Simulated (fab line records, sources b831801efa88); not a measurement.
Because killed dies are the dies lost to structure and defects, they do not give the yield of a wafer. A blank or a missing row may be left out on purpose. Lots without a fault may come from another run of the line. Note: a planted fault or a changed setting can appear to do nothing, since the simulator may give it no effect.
A struck lot beside a sound one | flow gf180mcu | 18 out of 602 route steps
Sound: the wafers L694.4, L694.5, L694.6. The struck wafers were L705.2, L705.4, L705.6. The cause comes at the end.
Each step with rows lists, per side, the tool, then ch with its chambers, then its first start. Under that, the readings that differ: sound wafers | struck wafers | difference of the means | sigmas: that difference in standard deviations of wafers without a fault.
alike: readings whose means differ by less than 2 such deviations, and words and numbers that are the same on both sides. not compared: withheld readings, readings that some wafer has no value for, bounds like >300 that may hide the same value, and numbers for which the record gives no deviation and whose values overlap.
Wherever a step has rows on one side only, a row that says differs or no value, or a row with sigmas, the two part there. When numbers do not overlap yet have no deviation, they are printed without sigmas and do not part them. A reading that every wafer of one side lacks parts them only if that side has two wafers or more.

first, 2 steps without rows for these wafers: GF_CONTACT_PEB_12 (peb time 90 s); GF_CONTACT_DEVELOP_13 (develop time 60 s).
GF_CONTACT_CD_MEAS_14: target cd 220 nm.
  sound: cdSem-01 at day 16 18:42; struck: cdSem-01 at day 21 00:55
  alike: cdNm
GF_CONTACT_OVL_MEAS_15:
  sound: overlay-02 at day 16 18:47; struck: overlay-01 at day 21 01:01
  alike: CONTACT_OVL
GF_CONTACT_ETCH_16: etches BARC in N2/H2.
  sound on rieDiel-03 ch 0,1, day 16 18:48; struck on rieDiel-04 ch 0,2, day 21 01:02
  alike: drypumpMotorCurrentA, oesProductAu, throttleValvePct
GF_CONTACT_ETCH_17: etches SiO2 in C4F8/O2/Ar, stops on CoSi2, target depth 860 nm.
  sound on rieDiel-03 ch 0,1; struck on rieDiel-04 ch 0,2
  alike: oesProductAu
GF_CONTACT_STRIP_18: strips in O2/N2.
  sound on plasmaAsher-01 ch 0,1, day 16 18:59; struck on plasmaAsher-04 ch 0,1, day 21 01:13
  alike: drypumpMotorCurrentA, heaterPowerW, oesProductAu
  not compared: rfHoursCounterH
then, 4 steps without rows for these wafers: GF_CONTACT_CLEAN_19 (cleans in SPM); GF_CONTACT_CLEAN_20 (cleans in DIW); GF_CONTACT_CLEAN_21 (cleans in dHF, time 20 s); GF_CONTACT_SPUTTER_22 (material Ti, target thk 15 nm, time 80.02 s).
GF_CONTACT_SPUTTER_23: material TiN, target thk 10 nm, time 40 s.
  sound: pvdSputter-02 at day 16 19:20; struck: pvdSputter-04 at day 21 01:34
reading              | sound          | struck         | difference | sigmas
throttleValvePct (%) | 29.5 29.8 28.5 | 30.3 33.3 33.5 | +3.1       | +2
  alike: cathodeDcPowerW
GF_CONTACT_CVD_24: deposits W, target thk 300 nm, time 90.339 s.
  sound on cvdW-01 ch 0,1, day 16 19:23; struck on cvdW-01 ch 0, day 21 01:37
reading                              | sound                | struck               | difference | sigmas
susceptorTempC (C)                   | 400.21 400.11 400.11 | 418.36 418.19 418.24 | +18.12     | +86
model.W_of_CONTACT_CVD_24.thkNm (nm) | 305.9 304.1 302.9    | 413.6 413.1 411.5    | +108.4     | 
  alike: heaterPowerW
GF_CONTACT_RS_MEAS_25: the measuring method here is four-point-probe.
  sound: filmMetro-04 at day 16 19:31; struck: filmMetro-04 at day 21 01:44
reading               | sound             | struck            | difference | sigmas
CONTACT_W_RS (ohm/sq) | 0.376 0.378 0.378 | 0.277 0.277 0.278 | -0.100     | -21
GF_CONTACT_THK_MEAS_26: measures by xrf.
  sound: filmMetro-04 at day 16 19:37; struck: filmMetro-04 at day 21 01:50
reading            | sound       | struck      | difference | sigmas
CONTACT_W_THK (nm) | 310 307 307 | 413 412 411 | +104       | +19
GF_CONTACT_CMP_27: polishes, stops on SiO2, t overpolish 15.91 s, target thk 0 nm.
  sound on cmp-02 ch 0,2,3, day 16 19:44; struck on cmp-01 ch 0,2,3, day 21 01:53
reading             | sound    | struck    | difference | sigmas
timeToEndpointS (s) | 82 78 79 | 96 100 98 | +18        | +5
  alike: motorCurrentA, slurryFilterDpKPa
GF_M1_SPUTTER_00: material Ti, target thk 37.5 nm, time 150 s.
  sound: pvdSputter-02 at day 16 19:59; struck: pvdSputter-01 at day 21 02:11
  alike: cathodeDcPowerW, throttleValvePct
-- the record jumps here: 12 days lie between the struck wafers' starts before and after (it left off in module M1 and takes up again in module PASSIVATION, whose first step shown is number 602 of the route) --
GF_PASSIVATION_PROBE_99:
  the record has rows for the struck wafers here (prober-02, day 33 00:49) and none for the sound ones

WHERE THEY PART
At GF_CONTACT_SPUTTER_23 first; at GF_PASSIVATION_PROBE_99 last (within this record only).

WHY: whatever the simulator had introduced
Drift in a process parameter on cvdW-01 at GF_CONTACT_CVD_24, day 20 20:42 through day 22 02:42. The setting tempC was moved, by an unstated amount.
